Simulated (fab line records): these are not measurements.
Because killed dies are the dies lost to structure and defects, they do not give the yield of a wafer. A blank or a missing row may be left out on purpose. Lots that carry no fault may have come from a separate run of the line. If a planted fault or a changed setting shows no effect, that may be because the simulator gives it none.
What tool caused it? | flow gf180mcu | 7 lots, 21 wafers sampled, at 3 steps of a route of 602

WHAT THE GAUGES SHOWED, per wafer
GF_HV_LDD_RS_MEAS_53: measurement is done with a four-point probe.
lot  | measured     | on            | HV_LDD_RS (ohm/sq)
L303 | day 12 21:20 | film metro-04 | 417.9 417.7 417.8
L307 | day 14 18:20 | film metro-04 | 416.5 417.8 415.5
L314 | day 16 12:40 | film metro-01 | - - -
L316 | day 17 08:24 | film metro-03 | 416.8 416.2 417.6
L321 | day 19 02:53 | film metro-01 | 418.8 419.0 418.6
L323 | day 19 12:25 | film metro-03 | 417.7 418.5 417.7
L325 | day 20 07:10 | film metro-01 | 418.0 417.9 418.0

WHICH TOOL RAN EACH LOT (tool, then ch and the chambers of the sampled wafers, then the start)
lot  | GF_HV_LDD_IMPLANT_34            | GF_HV_LDD_RTA_52
L303 | implanter-03 ch 0, day 12 00:31 | rtp anneal-01 ch 0, day 12 21:16
L307 | implanter-01 ch 0, day 13 20:31 | rtp anneal-02 ch 0, day 14 18:16
L314 | implanter-01 ch 0, day 15 13:47 | rtp anneal-01 ch 0, day 16 12:35
L316 | implanter-03 ch 0, day 16 08:22 | rtp anneal-01 ch 0, day 17 08:19
L321 | implanter-01 ch 0, day 18 02:02 | rtp anneal-02 ch 0, day 19 02:47
L323 | implanter-01 ch 0, day 18 10:58 | rtp anneal-01 ch 0, day 19 12:20
L325 | implanter-02 ch 0, day 19 05:48 | rtp anneal-01 ch 0, day 20 07:06
- GF_HV_LDD_IMPLANT_34
- GF_HV_LDD_RTA_52: time 10 s.

THE ANSWER, worked out from the rows above alone
Rule: the usual values come from the lots themselves. Put in order of their means at a reading, lots are off if they are a third of the lots or fewer, leave a main group of 4 or more, and stand apart from it by a gap of 3 or more times the standard deviation of the main group's means; of several such gaps the widest counts. Not used: any main group whose means are identical at the precision the tables above print for the reading. A lot without any number at a reading at which 4 lots or more have one is off too. The other lots that the step has rows for count as sound.
Off: L314, seen at GF_HV_LDD_RS_MEAS_53 (HV_LDD_RS). Without a number there: L314. Main group: mean 417.7 ohm/sq, sd 0.74.
If a tool, at a process step before that reading, ran all the lots that are off and no sound lot after the first of them, it fits. Those tools and the gauges at GF_HV_LDD_RS_MEAS_53 are tried in the same way. Not one of the candidates tried fits.

WHAT WAS PUT IN BY THE SIMULATOR
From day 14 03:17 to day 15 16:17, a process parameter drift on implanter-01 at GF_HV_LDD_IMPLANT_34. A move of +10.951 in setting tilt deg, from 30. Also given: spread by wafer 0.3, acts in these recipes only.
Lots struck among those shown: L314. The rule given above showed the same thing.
